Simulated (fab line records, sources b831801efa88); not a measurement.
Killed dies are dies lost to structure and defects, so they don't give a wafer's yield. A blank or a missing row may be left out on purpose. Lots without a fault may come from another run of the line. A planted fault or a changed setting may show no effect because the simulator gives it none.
fab line records | flow sky130
record lots=6 wafers=18 last_day=49
route steps=708 shown DNWELL@41 PWDE@45 NWELL@56 PAD_OPEN@708
lots that met no fault: from a run of the same line without faults
start_h: hours from the record's first day to the start of the lot's first wafer shown | wait_h: hours since the lot's step before | " the same as in the row above | L1.1+2: a row that stands for several wafers | - no value, or no start given | * or withheld: withheld | < > ~ a bound
route shown NAME@n: a module of which the file shows steps, and the number in the route of the first | usual: mean/standard deviation of fault-free wafers | same: alike in all rows | chamber/n: place in a boat | sites: the reading at each site | _std_site: their standard deviation | _edge_site: outer sites' mean less inner sites' | radius_mm: how far each site lies from the wafer's centre | mask NAME#n: copy n | behind: the tool/chamber that last shaped the wafer | hold: why the lot was held/for how many hours/how that ended | device: the transistor (n, p or np) that didn't switch | end of line: the same wafers' tests at the end of the route | a step without rows: its recipe alone | killed: dies lost to structure and defects at the first sort, not the wafer's yield | map: a wafer's dies, x killed, . not, _ none there
set.NAME: the setting as run; set.NAME@STEP: as run at that earlier step | model.NAME: the simulator's own value behind a step, which no gauge read
lots at some steps of the route; a table a step, a row a wafer
services: from which hour (start_h, from the record's first day; less than 0 if before it) a tool's chamber was out of use, for how many hours, and why
## steps
# step SKY_DNWELL_DEVELOP_06
# recipe wall_angle_deg=90 developer=TMAH develop_time_s=60 dev_temp_c=23
# step SKY_DNWELL_IMPLANT_07
# recipe species=P energy_kev=withheld dose_cm2=withheld tilt_deg=withheld
# step SKY_DNWELL_STRIP_08
# recipe chemistry=O2/N2 power_w=1400 pressure_mtorr=1500 platen_temp_c=withheld o2_flow_sccm=3000 n2_flow_sccm=300 overash_fraction=0.5
# usual drypump_motor_current_A=5.42/0.29 oes_product_au=0.722/0.0044 strip_time_to_endpoint_s=36.91/0.11
# columns lot.wafer tool chamber start_h wait_h drypump_motor_current_A oes_product_au rf_hours_counter_h strip_time_to_endpoint_s
L195.1 plasma_asher-04 0 95.04 0.1 5.54 0.724 41 36.87
L195.2 " 1 " " 5.49 0.722 41 36.94
L195.5 " 1 " " 5.50 0.729 - 36.92
L197.2 plasma_asher-01 1 111.77 0.1 5.37 0.720 40 36.90
L197.4 " 0 " " 5.91 0.724 - 36.92
L197.5 " 1 " " 5.36 0.727 - 36.90
L198.2 plasma_asher-02 0 116.77 0.1 5.11 0.722 45 37.14
L198.4 " 0 " " 5.10 0.721 - 37.21
L198.5 " 1 " " 5.01 0.721 - 37.15
L201.1 plasma_asher-04 0 125.69 0.1 5.58 0.720 1 36.92
L201.2 " 1 " " 5.54 0.721 1 36.88
L201.6 " 0 " " 5.58 0.732 - 36.84
L204.1 plasma_asher-04 1 149.17 0.1 5.53 0.721 3 36.92
L204.2 " 0 " " 5.56 0.729 3 37.01
L204.4 " 0 " " 5.58 0.723 - 36.93
L207.2 plasma_asher-04 0 160.29 0.1 5.56 0.725 4 36.71
L207.3 " 1 " " 5.50 0.728 - 36.74
L207.5 " 1 " " 5.52 0.722 - 36.85
# step SKY_DNWELL_TW_MEAS_09
# usual DNWELL_TW=1108/6.1
# columns lot.wafer tool chamber start_h wait_h DNWELL_TW
L195.1 film_metro-03 - 95.14 0.1 1114
L195.2 " - " " 1115
L195.5 " - " " 1118
L197.2 film_metro-03 - 111.88 0.1 1108
L197.4 " - " " 1120
L197.5 " - " " 1108
L198.2 film_metro-02 - 116.88 0.1 1108
L198.4 " - " " 1104
L198.5 " - " " 1104
L201.1 film_metro-01 - 125.79 0.1 1099
L201.2 " - " " 1106
L201.6 " - " " 1103
L204.1 film_metro-02 - 149.27 0.1 1111
L204.2 " - " " 1105
L204.4 " - " " 1111
L207.2 film_metro-03 - 160.40 0.1 1111
L207.3 " - " " 1112
L207.5 " - " " 1118
# step SKY_PWDE_DEHYDRATE_00
# recipe temp_c=200 time_s=60
# step SKY_PWDE_HMDS_01
# recipe prime_time_s=60 prime_temp_c=120
# step SKY_PWDE_COAT_02
# recipe spin_rpm=2000 resist_thk_nm=3000
# step SKY_PWDE_SOFTBAKE_03
# recipe temp_c=110 time_s=withheld
# step SKY_PWDE_EXPOSE_04
# recipe mask_id=PWDEM na=0.6 source_shape=conventional sigma_outer=0.6 polarization=unpolarized target_cd_nm=840 dose_mj=214
# step SKY_PWDE_PEB_05
# recipe temp_c=115 time_s=withheld
# step SKY_PWDE_DEVELOP_06
# recipe wall_angle_deg=90 developer=TMAH develop_time_s=60 dev_temp_c=23
# step SKY_PWDE_OVL_MEAS_07
# usual PWDE_OVL=0.1/1.4
# columns lot.wafer tool chamber start_h wait_h PWDE_OVL[nm]
L195.1 overlay-01 - 112.24 - 2.1
L195.2 " - " " 3.0
L195.5 " - " " 2.5
L197.2 overlay-02 - 130.73 - 1.0
L197.4 " - " " 1.6
L197.5 " - " " 0.0
L198.2 overlay-02 - 135.20 - -2.5
L198.4 " - " " -1.7
L198.5 " - " " -0.2
L201.1 overlay-02 - 144.94 - -0.7
L201.2 " - " " -1.4
L201.6 " - " " -0.4
L204.1 overlay-02 - 168.87 - 1.4
L204.2 " - " " 1.6
L204.4 " - " " -0.1
L207.2 overlay-01 - 180.18 - 1.3
L207.3 " - " " 1.2
L207.5 " - " " 0.3
# step SKY_PWDE_IMPLANT_08
# recipe species=B energy_kev=150 dose_cm2=3.6e+12 tilt_deg=withheld
# usual dose_ions_cm2=3.6e+12/3.5e+09 end_station_pressure_torr=5.03e-06/2.8e-07 faraday_current_uA=20.3/0.44
# columns lot.wafer tool chamber start_h wait_h dose_ions_cm2 end_station_pressure_torr faraday_current_uA
L195.1 implanter-02 0 112.28 0.0 3.596e+12 5.63e-06 20.0
L195.2 " 0 " " 3.601e+12 5.27e-06 20.0
L195.5 " 0 " " 3.597e+12 5.01e-06 20.2
L197.2 implanter-02 0 130.78 0.0 3.58e+11 4.89e-06 1.9
L197.4 " 0 " " 3.58e+11 5.31e-06 2.1
L197.5 " 0 " " 3.57e+11 5.1e-06 2.0
L198.2 implanter-02 0 135.25 0.0 3.57e+11 5.21e-06 2.1
L198.4 " 0 " " 3.62e+11 5.32e-06 2.2
L198.5 " 0 " " 3.57e+11 4.87e-06 2.1
L201.1 implanter-04 0 144.98 0.0 3.605e+12 5.34e-06 20.1
L201.2 " 0 " " 3.607e+12 5.22e-06 19.9
L201.6 " 0 " " 3.607e+12 4.93e-06 20.7
L204.1 implanter-03 0 168.91 0.0 3.604e+12 4.86e-06 20.9
L204.2 " 0 " " 3.601e+12 5.13e-06 20.1
L204.4 " 0 " " 3.605e+12 4.85e-06 20.3
L207.2 implanter-03 0 180.23 0.0 3.602e+12 5.34e-06 19.4
L207.3 " 0 " " 3.606e+12 4.59e-06 19.2
L207.5 " 0 " " 3.603e+12 4.93e-06 20.1
# step SKY_PWDE_STRIP_09
# recipe chemistry=O2/N2 power_w=1400 pressure_mtorr=1500 platen_temp_c=withheld o2_flow_sccm=3000 n2_flow_sccm=300 overash_fraction=0.5
# usual drypump_motor_current_A=5.5/0.48 oes_product_au=0.722/0.0046 strip_time_to_endpoint_s=36.94/0.12
# columns lot.wafer tool chamber start_h wait_h drypump_motor_current_A oes_product_au rf_hours_counter_h strip_time_to_endpoint_s
L195.1 plasma_asher-03 1 112.43 0.1 6.3 0.722 30 37.01
L195.2 " 0 " " 5.5 0.720 30 37.01
L195.5 " 0 " " 5.5 0.728 - 36.95
L197.2 plasma_asher-01 1 130.91 0.1 5.4 0.723 42 37.11
L197.4 " 1 " " 5.4 0.725 - 37.01
L197.5 " 0 " " 5.9 0.725 - 37.06
L198.2 plasma_asher-03 0 135.38 0.1 5.5 0.718 32 36.98
L198.4 " 1 " " 6.3 0.712 - 36.94
L198.5 " 1 " " 6.4 0.719 - 36.92
L201.1 plasma_asher-02 0 145.13 0.1 5.1 0.720 48 37.11
L201.2 " 1 " " 5.0 0.731 48 37.05
L201.6 " 1 " " 5.0 0.723 - 37.06
L204.1 plasma_asher-01 1 169.06 0.1 5.3 0.725 46 36.98
L204.2 " 0 " " 5.9 0.727 46 36.82
L204.4 " 0 " " 5.9 0.728 - 36.84
L207.2 plasma_asher-02 0 180.36 0.1 5.1 0.731 51 37.13
L207.3 " 1 " " 5.0 0.726 - 37.13
L207.5 " 1 " " 5.0 0.718 - 37.21
# step SKY_PWDE_TW_MEAS_10
# usual PWDE_TW=371.6/2
# columns lot.wafer tool chamber start_h wait_h PWDE_TW
L195.1 film_metro-02 - 112.53 0.1 371.5
L195.2 " - " " 372.3
L195.5 " - " " 373.8
L197.2 film_metro-01 - 131.02 0.1 191.7
L197.4 " - " " 190.7
L197.5 " - " " 192.0
L198.2 film_metro-03 - 135.49 0.1 190.2
L198.4 " - " " 190.9
L198.5 " - " " 189.8
L201.1 film_metro-03 - 145.23 0.1 371.4
L201.2 " - " " 371.6
L201.6 " - " " 370.5
L204.1 film_metro-03 - 169.16 0.1 371.1
L204.2 " - " " 372.5
L204.4 " - " " 373.3
L207.2 film_metro-01 - 180.47 0.1 368.1
L207.3 " - " " 365.0
L207.5 " - " " 367.4
# step SKY_NWELL_DEHYDRATE_03
# recipe temp_c=200 time_s=60
# step SKY_NWELL_HMDS_04
# recipe prime_time_s=60 prime_temp_c=120
# step SKY_NWELL_COAT_05
# recipe spin_rpm=2000 resist_thk_nm=3000
# step SKY_NWELL_SOFTBAKE_06
# recipe temp_c=110 time_s=withheld
# step SKY_NWELL_EXPOSE_07
# recipe mask_id=NWM na=0.6 source_shape=conventional sigma_outer=0.6 polarization=unpolarized target_cd_nm=840 dose_mj=255
# step SKY_NWELL_PEB_08
# recipe temp_c=115 time_s=withheld
# step SKY_NWELL_DEVELOP_09
# recipe wall_angle_deg=90 developer=TMAH develop_time_s=60 dev_temp_c=23
# step SKY_NWELL_OVL_MEAS_10
# usual NWELL_00_OVL=0.0/1.4
# columns lot.wafer tool chamber start_h wait_h NWELL_00_OVL[nm]
L195.1 overlay-02 - 131.04 - 0.0
L195.2 " - " " 0.0
L195.5 " - " " 1.4
L197.2 overlay-01 - 150.50 - -0.6
L197.4 " - " " -2.9
L197.5 " - " " -3.2
L198.2 overlay-02 - 154.95 - -0.6
L198.4 " - " " 0.9
L198.5 " - " " -0.2
L201.1 overlay-01 - 164.89 - 0.3
L201.2 " - " " -0.4
L201.6 " - " " 0.1
L204.1 overlay-01 - 189.19 - -1.0
L204.2 " - " " -2.1
L204.4 " - " " -2.7
L207.2 overlay-01 - 201.39 - -0.9
L207.3 " - " " -1.7
L207.5 " - " " 0.5
# step SKY_NWELL_IMPLANT_11
# recipe species=P energy_kev=400 dose_cm2=1.9e+13 tilt_deg=withheld
# step SKY_NWELL_IMPLANT_12
# recipe species=P energy_kev=120 dose_cm2=1.3e+12 tilt_deg=withheld
# step SKY_NWELL_IMPLANT_13
# recipe species=P energy_kev=50 dose_cm2=7e+11 tilt_deg=withheld
# step SKY_NWELL_STRIP_14
# recipe chemistry=O2/N2 power_w=1400 pressure_mtorr=1500 platen_temp_c=withheld o2_flow_sccm=3000 n2_flow_sccm=300 overash_fraction=0.5
# usual drypump_motor_current_A=5.5/0.47 oes_product_au=0.723/0.0047 strip_time_to_endpoint_s=36.90/0.1
# columns lot.wafer tool chamber start_h wait_h drypump_motor_current_A oes_product_au rf_hours_counter_h strip_time_to_endpoint_s
L195.1 plasma_asher-04 1 131.53 0.1 5.5 0.721 1 36.83
L195.2 " 0 " " 5.5 0.713 1 36.87
L195.5 " 1 " " 5.5 0.726 - 36.96
L197.2 plasma_asher-03 0 150.98 0.1 5.5 0.728 34 36.77
L197.4 " 0 " " 5.5 0.724 - 36.84
L197.5 " 1 " " 6.4 0.719 - 36.70
L198.2 plasma_asher-02 1 155.43 0.1 5.0 0.721 49 36.97
L198.4 " 1 " " 5.0 0.721 - 36.97
L198.5 " 1 " " 5.0 0.720 - 36.86
L201.1 plasma_asher-03 0 165.38 0.1 5.6 0.725 35 36.89
L201.2 " 1 " " 6.4 0.720 35 36.91
L201.6 " 0 " " 5.6 0.730 - 36.77
L204.1 plasma_asher-02 1 189.68 0.1 5.0 0.726 53 37.09
L204.2 " 0 " " 5.1 0.734 53 37.12
L204.4 " 1 " " 5.0 0.723 - 37.07
L207.2 plasma_asher-02 1 201.87 0.1 5.0 0.727 54 36.93
L207.3 " 0 " " 5.1 0.720 - 36.96
L207.5 " 0 " " 5.1 0.719 - 36.90
# step SKY_NWELL_TW_MEAS_15
# usual NWELL_TW=1813/8.3
# columns lot.wafer tool chamber start_h wait_h NWELL_TW
L195.1 film_metro-01 - 131.63 0.1 1807
L195.2 " - " " 1802
L195.5 " - " " 1802
L197.2 film_metro-02 - 151.09 0.1 1819
L197.4 " - " " 1810
L197.5 " - " " 1813
L198.2 film_metro-02 - 155.54 0.1 1821
L198.4 " - " " 1815
L198.5 " - " " 1827
L201.1 film_metro-03 - 165.48 0.1 1798
L201.2 " - " " 1797
L201.6 " - " " 1807
L204.1 film_metro-03 - 189.78 0.1 1829
L204.2 " - " " 1816
L204.4 " - " " 1807
L207.2 film_metro-01 - 201.98 0.1 1799
L207.3 " - " " 1800
L207.5 " - " " 1804
# step SKY_NWELL_DEHYDRATE_16
# recipe temp_c=200 time_s=60
# step SKY_NWELL_HMDS_17
# recipe prime_time_s=60 prime_temp_c=120
# step SKY_NWELL_COAT_18
# recipe spin_rpm=2000 resist_thk_nm=3000
# step SKY_NWELL_SOFTBAKE_19
# recipe temp_c=110 time_s=withheld
# step SKY_NWELL_EXPOSE_20
# recipe mask_id=NWM_COMPLEMENT na=0.6 source_shape=conventional sigma_outer=0.6 polarization=unpolarized target_cd_nm=840 dose_mj=260
# step SKY_NWELL_PEB_21
# recipe temp_c=115 time_s=withheld
# step SKY_NWELL_DEVELOP_22
# recipe wall_angle_deg=90 developer=TMAH develop_time_s=60 dev_temp_c=23
# step SKY_NWELL_OVL_MEAS_23
# usual NWELL_01_OVL=-0.3/1.4
# columns lot.wafer tool chamber start_h wait_h NWELL_01_OVL[nm]
L195.1 overlay-02 - 151.54 - -0.5
L195.2 " - " " -0.8
L195.5 " - " " -1.2
L197.2 overlay-01 - 170.60 - -0.3
L197.4 " - " " -1.4
L197.5 " - " " 0.6
L198.2 overlay-02 - 175.10 - 1.2
L198.4 " - " " 2.5
L198.5 " - " " 1.9
L201.1 overlay-01 - 184.84 - 0.1
L201.2 " - " " -1.1
L201.6 " - " " -1.6
L204.1 overlay-01 - 210.79 - 0.1
L204.2 " - " " 0.0
L204.4 " - " " -0.5
L207.2 overlay-02 - 223.55 - -0.8
L207.3 " - " " -0.9
L207.5 " - " " 1.7
# step SKY_NWELL_IMPLANT_24
# recipe species=B energy_kev=140 dose_cm2=9.2e+12 tilt_deg=withheld
# step SKY_NWELL_STRIP_25
# recipe chemistry=O2/N2 power_w=1400 pressure_mtorr=1500 platen_temp_c=withheld o2_flow_sccm=3000 n2_flow_sccm=300 overash_fraction=0.5
# usual drypump_motor_current_A=5.4/0.45 oes_product_au=0.722/0.0052 strip_time_to_endpoint_s=36.84/0.11
# columns lot.wafer tool chamber start_h wait_h drypump_motor_current_A oes_product_au rf_hours_counter_h strip_time_to_endpoint_s
L195.1 plasma_asher-02 0 151.73 0.1 5.1 0.725 48 37.11
L195.2 " 1 " " 5.0 0.721 48 37.15
L195.5 " 0 " " 5.1 0.723 - 36.91
L197.2 plasma_asher-03 1 170.78 0.1 6.4 0.723 36 36.90
L197.4 " 0 " " 5.5 0.722 - 36.91
L197.5 " 1 " " 6.4 0.727 - 36.88
L198.2 plasma_asher-04 1 175.28 0.1 5.5 0.708 5 36.73
L198.4 " 0 " " 5.6 0.717 - 36.77
L198.5 " 1 " " 5.5 0.719 - 36.78
L201.1 plasma_asher-02 1 185.03 0.1 5.0 0.716 52 36.73
L201.2 " 0 " " 5.1 0.719 52 36.79
L201.6 " 0 " " 5.1 0.721 - 36.83
L204.1 plasma_asher-03 0 210.98 0.1 5.5 0.715 39 36.91
L204.2 " 1 " " 6.4 0.725 39 36.86
L204.4 " 1 " " 6.4 0.723 - 36.99
L207.2 plasma_asher-02 1 223.73 0.1 5.0 0.715 56 37.01
L207.3 " 1 " " 5.0 0.718 - 36.95
L207.5 " 1 " " 5.0 0.727 - 36.83
# step SKY_NWELL_TW_MEAS_26
# usual NWELL_2_TW=493.3/2.9
# columns lot.wafer tool chamber start_h wait_h NWELL_2_TW
L195.1 film_metro-02 - 151.83 0.1 497.4
L195.2 " - " " 495.8
L195.5 " - " " 493.0
L197.2 film_metro-02 - 170.89 0.1 495.0
L197.4 " - " " 493.2
L197.5 " - " " 491.8
L198.2 film_metro-03 - 175.39 0.1 495.1
L198.4 " - " " 496.1
L198.5 " - " " 494.8
L201.1 film_metro-01 - 185.13 0.1 488.2
L201.2 " - " " 490.2
L201.6 " - " " 486.5
L204.1 film_metro-03 - 211.08 0.1 498.1
L204.2 " - " " 497.7
L204.4 " - " " 495.5
L207.2 film_metro-01 - 223.84 0.1 494.6
L207.3 " - " " 494.1
L207.5 " - " " 494.6
# step SKY_NWELL_CLEAN_27
# recipe chemistry=SC1/SC2 mix=1:4:20 temp_c=70 time_s=150 dry=n2_spin
# step SKY_NWELL_RTA_28
# recipe temp_c=1050 time_s=30 idle_temp_c=650 ramp_up_c_per_s=150 ramp_down_c_per_s=90 ambient=N2
# usual lamp_power_pct=25.31/0.057 wafer_temp_C_max=1054.8/0.96
# columns lot.wafer tool chamber start_h wait_h lamp_power_pct wafer_temp_C_max
L195.1 rtp_anneal-01 0 151.94 0.0 25.30 1056.4
L195.2 " 0 " " 25.32 1054.4
L195.5 " 0 " " 25.29 1053.8
L197.2 rtp_anneal-02 0 171.01 0.0 25.33 1054.5
L197.4 " 0 " " 25.23 1053.8
L197.5 " 0 " " 25.28 1055.8
L198.2 rtp_anneal-01 0 175.50 0.0 25.34 1054.9
L198.4 " 0 " " 25.36 1053.7
L198.5 " 0 " " 25.32 1055.0
L201.1 rtp_anneal-01 0 185.24 0.0 25.25 1054.4
L201.2 " 0 " " 25.33 1055.6
L201.6 " 0 " " 25.14 1055.0
L204.1 rtp_anneal-01 0 211.19 0.0 25.30 1054.2
L204.2 " 0 " " 25.31 1053.4
L204.4 " 0 " " 25.34 1054.7
L207.2 rtp_anneal-01 0 223.95 0.0 25.34 1054.3
L207.3 " 0 " " 25.39 1053.0
L207.5 " 0 " " 25.28 1053.3
# step SKY_NWELL_RS_MEAS_29
# recipe thk_meas_gauge=four-point-probe
# usual NWELL_RS=624.5/1.3
# columns lot.wafer tool chamber start_h wait_h NWELL_RS[ohm/sq]
L195.1 film_metro-02 - 152.04 0.1 623.3
L195.2 " - " " 620.6
L195.5 " - " " 626.2
L197.2 film_metro-01 - 171.11 0.1 626.5
L197.4 " - " " 625.0
L197.5 " - " " 626.7
L198.2 film_metro-01 - 175.61 0.1 624.6
L198.4 " - " " 625.1
L198.5 " - " " 625.7
L201.1 film_metro-03 - 185.34 0.1 626.4
L201.2 " - " " 625.2
L201.6 " - " " 623.8
L204.1 film_metro-02 - 211.29 0.1 623.9
L204.2 " - " " 624.4
L204.4 " - " " 623.8
L207.2 film_metro-02 - 224.06 0.1 624.7
L207.3 " - " " 623.0
L207.5 " - " " 623.6
# step SKY_NWELL_RS_MEAS_31
# recipe thk_meas_gauge=four-point-probe
# usual PWDE_RS=5271/16
# columns lot.wafer tool chamber start_h wait_h PWDE_RS[ohm/sq]
L195.1 film_metro-02 - 152.28 0.1 5252
L195.2 " - " " 5249
L195.5 " - " " 5239
L197.2 film_metro-01 - 171.35 0.1 -
L197.4 " - " " -
L197.5 " - " " -
L198.2 film_metro-01 - 175.85 0.1 -
L198.4 " - " " -
L198.5 " - " " -
L201.1 film_metro-03 - 185.58 0.1 5285
L201.2 " - " " 5272
L201.6 " - " " 5271
L204.1 film_metro-02 - 211.53 0.1 5239
L204.2 " - " " 5240
L204.4 " - " " 5245
L207.2 film_metro-02 - 224.30 0.1 5282
L207.3 " - " " 5278
L207.5 " - " " 5281
# step SKY_PAD_OPEN_PROBE_99
# usual killed_at_M0_to_M3=44/7.8 killed_at_M4_up=3.1/1.7 killed_at_contacts=25/5.1 killed_at_front_end=15/4.4 killed_at_other=0.5/0.68 killed_dies=88/9.9 killed_open=48/6.9 killed_short=39/6.5
# same gross_dies=492 killed_at_back_side=0
# columns lot.wafer tool chamber start_h wait_h killed_at_M0_to_M3 killed_at_M4_up killed_at_contacts killed_at_front_end killed_at_other killed_dies killed_open killed_short
L198.2 prober-02 - 1145.57 0.1 59 1 19 7 1 87 48 39
L198.4 prober-02 - 1145.67 0.2 33 2 22 7 1 65 35 29
L198.5 prober-02 - 1145.72 0.2 38 1 20 17 0 76 45 31
# killed by level:class
L198.2 VIA1:geometric_particle:open=15 VIA3:geometric_particle:open=12 METAL1:geometric_particle:short=8 CONTACT:geometric_particle:open=8 VIA1:geometric_particle:short=6 METAL2:geometric_particle:short=5 LI_CONTACT:geometric_particle:open=4 CONTACT:geometric_particle:short=4
L198.4 CONTACT:geometric_particle:open=7 VIA1:geometric_particle:open=7 LI_CONTACT:geometric_particle:open=6 METAL2:geometric_particle:short=5 VIA1:geometric_particle:short=4 VIA3:geometric_particle:open=4 LI_CONTACT:geometric_particle:short=3 CONTACT:geometric_particle:short=3
L198.5 VIA1:geometric_particle:open=10 CONTACT:geometric_particle:open=8 FIELD_ISO:geometric_particle:open=7 VIA3:geometric_particle:open=7 VIA2:geometric_particle:open=5 METAL2:geometric_particle:short=5 CONTACT:geometric_particle:short=4 VIA1:geometric_particle:short=4
## services
# columns tool chamber start_h hours kind
plasma_asher-03 - 98.55 0.9 repair
plasma_asher-04 - 108.75 9.0 pm
plasma_asher-04 0 108.75 9.0 vent_cycle
plasma_asher-04 1 108.75 9.0 vent_cycle
implanter-02 - 111.10 0.9 repair
plasma_asher-04 0 117.75 - clean
plasma_asher-04 1 117.75 - clean
implanter-04 - 130.90 5.0 repair
plasma_asher-01 - 139.17 2.2 repair
plasma_asher-04 - 166.90 2.8 pm
plasma_asher-03 - 176.04 9.6 pm
## key
first_sign step=SKY_PWDE_IMPLANT_08 reading=dose_ions_cm2 direction=down sigmas=99+ usual=* struck=*
effect step=SKY_PWDE_IMPLANT_08 reading=faraday_current_uA direction=down sigmas=42 usual=20.3 struck=2.1
effect step=SKY_PWDE_TW_MEAS_10 reading=PWDE_TW direction=down sigmas=91 usual=371.6 struck=190.9
effect step=SKY_NWELL_RS_MEAS_31 reading=PWDE_RS direction=missing
met_at SKY_PWDE_IMPLANT_08
struck_wafers L197.2,L197.4,L197.5,L198.2,L198.4,L198.5
tester_left_out L197,L198
onset_between 112.28 130.78
fault kind=process_parameter_drift tool=implanter-02 chamber=- onset_h=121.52 steps=SKY_PWDE_IMPLANT_08 channel=dose_cm2 offset=* shape=step end_h=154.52 acts_in=* stated=*
# tester_left_out: of these lots the tester's yield and bins aren't shown, on N5 and GAA mostly nor the transistor test; their killed dies are dies lost to structure and defects alone, not to doping, threshold or leakage, so they don't give the yield
